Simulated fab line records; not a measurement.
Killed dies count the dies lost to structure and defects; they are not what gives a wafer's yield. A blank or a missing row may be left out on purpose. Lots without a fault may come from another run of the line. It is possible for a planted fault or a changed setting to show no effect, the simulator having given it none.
8D (eight disciplines) problem report, filled in by code || flow gf180mcu || the parts of the form that need people (team, actions taken, sign-off) are left out

## 1. WHAT IS WRONG
Across 2 wafers from 2 lots, V2_W_RS at GF_V2_RS_MEAS_24 averages 0.238 ohm/sq, while fault-free wafers read 0.326 ohm/sq with a standard deviation of 0.0033. That is -27 standard deviations from the usual mean.
The step: measures by four-point-probe.
First seen on wafer L580.3, day 21 18:13, on film-metro-02. The record holds 33 wafers of 11 lots with a number at this step. The rule behind "out" and "out of limits": a value lying over 4 standard deviations away from the usual mean. The rest of the wafers with a number are treated as sound.

## 2. WHAT IT IS; WHAT IT IS NOT
{"question": "which readings at this step", "is": "V2_W_RS", "is not": "-"}
{"question": "which lots", "is": "L580, L582", "is not": "L588, L589, L590, L592, L593, L594, L596, L598, L599"}
{"question": "which wafers of those lots", "is": "L580.3, L582.6", "is not": "L580.1, L580.4, L582.2, L582.4"}
{"question": "read on which gauges", "is": "film-metro-02, film-metro-04", "is not": "film-metro-03"}
{"question": "when", "is": "from day 21 18:13", "is not": "up to then (2 sound wafers); but 29 sound wafers of L582, L588, L589, L590, L592, L593, L594, L596, L598, L599 came after"}

## 3. SUSPECTS, AND WHAT RULES EACH OUT
Counting: any tool at a process step up to the reading remains a suspect provided it ran every lot that is out. Sound lots after the first of them don't rule it out here, since some wafers of a struck lot are sound.
- the gauge at GF_V2_RS_MEAS_24 is ruled out. Those wafers that are out were read across 2 gauges (film-metro-02, film-metro-04).
- pvd-sputter-03 at GF_M2_SPUTTER_02 (material AlCu, target thk 450 nm, time 23.9 s): kept. It ran every lot that is out, first L580 (day 19 15:31).
- cvd-w-02 at GF_V2_CVD_23 (deposits W, target thk 350 nm, time 104.94 s): kept. It ran every lot that is out, first L580 (day 21 18:06).
After counting, pvd-sputter-03 at GF_M2_SPUTTER_02 and cvd-w-02 at GF_V2_CVD_23 remain.

## 4. THE CAUSE (what the simulator had put in)
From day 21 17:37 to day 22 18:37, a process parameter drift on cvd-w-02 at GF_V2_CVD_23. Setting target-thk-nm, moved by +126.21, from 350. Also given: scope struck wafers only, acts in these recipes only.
Counting left 2 suspects, and this tool is among them.

## 5. SEQUENCE OF EFFECTS, ordered by route
Each row: a reading where the mean over the struck wafers with a number is more than 3 standard deviations away from the usual. Readings are gone through only where the record gives a usual standard deviation; hours: the median, over the lots, of the time from a lot's start at the first step in this table giving one to that lot's start at this step; sigmas: the change measured in usual standard deviations.
{"hours": 0, "step": "GF_V2_RS_MEAS_24", "reading": "V2_W_RS", "usual": "0.326 ohm/sq", "on struck wafers": 0.238, "change": -0.088, "sigmas": -27}
{"hours": 0, "step": "GF_V2_THK_MEAS_25", "reading": "V2_W_THK", "usual": "353 nm", "on struck wafers": 486, "change": "+133", "sigmas": "+30"}
{"hours": 0, "step": "GF_V2_CMP_26", "reading": "time-to-endpoint-s", "usual": "85 s", "on struck wafers": 113, "change": "+28", "sigmas": "+8.0"}
It contains these process steps:
- GF_V2_CMP_26: polishes, stops on SiO2, t overpolish 15 s, target thk 0 nm.

## 6. WHAT WOULD HAVE CAUGHT IT SOONER
In this record the first reading out of limits at a measuring or inspecting step was taken at day 21 18:13, 1 hour after the fault began at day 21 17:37.
Of the tool readings at GF_V2_CVD_23 for which the record gives a usual standard deviation, none was out on any struck wafer, so an alarm limit of 4 standard deviations on them would not have fired.
Lots out: 2; of these, L582 started GF_V2_CVD_23 on cvd-w-02 after day 21 18:13. It would have been spared by a hold on the tool at that moment.
